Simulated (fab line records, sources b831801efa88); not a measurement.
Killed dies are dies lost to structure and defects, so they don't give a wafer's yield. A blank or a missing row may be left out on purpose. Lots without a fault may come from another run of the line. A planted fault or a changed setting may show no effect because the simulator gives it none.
Which tool did it? | flow sky130 | 13 lots, 39 wafers sampled, at 2 steps of a route of 708

WHAT THE GAUGES READ, wafer by wafer
The record holds no reading of a measuring or inspecting step that can be judged against a usual standard deviation.

WHICH TOOL RAN EACH LOT (tool, then ch and the chambers of the sampled wafers, then the start)
lot  | SKY_METAL2_METAL_ETCH_19          | SKY_METAL2_STRIP_20
L827 | rie_metal-03 ch 1, day 35 10:02   | plasma_asher-01 ch 0,1, day 35 10:08
L828 | rie_metal-02 ch 0,1, day 35 20:28 | plasma_asher-02 ch 0,1, day 35 20:33
L831 | rie_metal-03 ch 0,1, day 36 21:23 | plasma_asher-03 ch 0,1, day 36 21:29
L832 | rie_metal-01 ch 0,1, day 36 22:08 | plasma_asher-01 ch 0,1, day 36 22:13
L834 | rie_metal-01 ch 0,1, day 37 19:48 | plasma_asher-02 ch 0,1, day 37 19:53
L835 | rie_metal-01 ch 0,1, day 38 04:14 | plasma_asher-03 ch 0,1, day 38 04:19
L844 | rie_metal-03 ch 0,1, day 40 22:59 | plasma_asher-03 ch 0,1, day 40 23:05
L843 | rie_metal-02 ch 0,1, day 41 02:54 | plasma_asher-01 ch 1, day 41 02:59
L845 | rie_metal-02 ch 0,1, day 41 09:56 | plasma_asher-03 ch 0,1, day 41 10:02
L846 | rie_metal-01 ch 0,1, day 41 13:08 | plasma_asher-02 ch 0,1, day 41 13:14
L847 | rie_metal-01 ch 0,1, day 41 17:11 | plasma_asher-02 ch 0,1, day 41 17:17
L848 | rie_metal-02 ch 0,1, day 41 21:03 | plasma_asher-03 ch 0,1, day 41 21:08
L849 | rie_metal-02 ch 0,1, day 42 02:59 | plasma_asher-01 ch 0,1, day 42 03:04
- SKY_METAL2_METAL_ETCH_19: etches the open film in Cl2/BCl3, stops on SiO2, target depth 360 nm, time 78 s.
- SKY_METAL2_STRIP_20: strips in O2/N2.

WHAT THE TOOLS THEMSELVES READ (means of the sampled wafers that have a number; where no wafer has one, the mark that the record gives instead)
SKY_METAL2_METAL_ETCH_19.
lot  | tool         | bias_w (W) | drypump_motor_current_A (A) | oes_product_au (a.u.) | throttle_valve_pct (%)
L827 | rie_metal-03 | 48.18      | 5.6                         | 0.847                 | 22.267
L828 | rie_metal-02 | 48.48      | 6.3                         | 0.859                 | 22.268
L831 | rie_metal-03 | 48.46      | 6.0                         | 0.847                 | 22.266
L832 | rie_metal-01 | 48.50      | 6.1                         | 0.859                 | 22.270
L834 | rie_metal-01 | 51.75      | 6.1                         | 0.848                 | 22.261
L835 | rie_metal-01 | 55.21      | 6.1                         | 0.848                 | 22.256
L844 | rie_metal-03 | 48.46      | 6.0                         | 0.854                 | 22.263
L843 | rie_metal-02 | 48.52      | 6.1                         | 0.860                 | 22.264
L845 | rie_metal-02 | 48.55      | 6.1                         | 0.846                 | 22.273
L846 | rie_metal-01 | 48.44      | 6.1                         | 0.850                 | 22.265
L847 | rie_metal-01 | 48.61      | 6.1                         | 0.851                 | 22.261
L848 | rie_metal-02 | 48.51      | 6.3                         | 0.850                 | 22.262
L849 | rie_metal-02 | 48.40      | 6.3                         | 0.855                 | 22.269

SKY_METAL2_STRIP_20.
lot  | tool            | drypump_motor_current_A (A) | oes_product_au (a.u.) | strip_time_to_endpoint_s (s)
L827 | plasma_asher-01 | 5.5                         | 0.344                 | 2.705
L828 | plasma_asher-02 | 5.8                         | 0.339                 | 2.715
L831 | plasma_asher-03 | 6.0                         | 0.345                 | 2.736
L832 | plasma_asher-01 | 5.3                         | 0.344                 | 2.702
L834 | plasma_asher-02 | 5.5                         | 0.338                 | 2.606
L835 | plasma_asher-03 | 6.0                         | 0.336                 | 2.529
L844 | plasma_asher-03 | 6.3                         | 0.344                 | 2.707
L843 | plasma_asher-01 | 5.7                         | 0.343                 | 2.727
L845 | plasma_asher-03 | 6.0                         | 0.337                 | 2.719
L846 | plasma_asher-02 | 5.8                         | 0.345                 | 2.719
L847 | plasma_asher-02 | 5.8                         | 0.345                 | 2.709
L848 | plasma_asher-03 | 6.3                         | 0.347                 | 2.719
L849 | plasma_asher-01 | 5.3                         | 0.344                 | 2.740

THE ANSWER, worked out from the rows above alone
Rule: what is usual is taken from the lots themselves. Put in order of their means at a reading, lots are off if they are a third of the lots or fewer, leave a main group of 4 or more, and stand apart from it by a gap of 3 or more times the standard deviation of the main group's means; of several such gaps the widest counts. A main group whose means are all the same, to the digits that the tables above print for the reading, isn't used. A lot without any number at a reading at which 4 lots or more have one is off too. The other lots that the step has rows for count as sound. The gauges are gone through in route order, then the tools' own readings, and for those a lot's mean is taken as printed above. The first step at which some lot is off is used, and at that step the reading that is off furthest; a lot without a number counts as furthest.
Off: L834, L835, at SKY_METAL2_METAL_ETCH_19 (bias_w). The main group: mean 48.46 W, standard deviation 0.1.
A tool fits if, at that step or a process step before it, it ran every lot that is off, and no sound lot after the first of them. None of those tried fits.

WHAT THE SIMULATOR HAD PUT IN
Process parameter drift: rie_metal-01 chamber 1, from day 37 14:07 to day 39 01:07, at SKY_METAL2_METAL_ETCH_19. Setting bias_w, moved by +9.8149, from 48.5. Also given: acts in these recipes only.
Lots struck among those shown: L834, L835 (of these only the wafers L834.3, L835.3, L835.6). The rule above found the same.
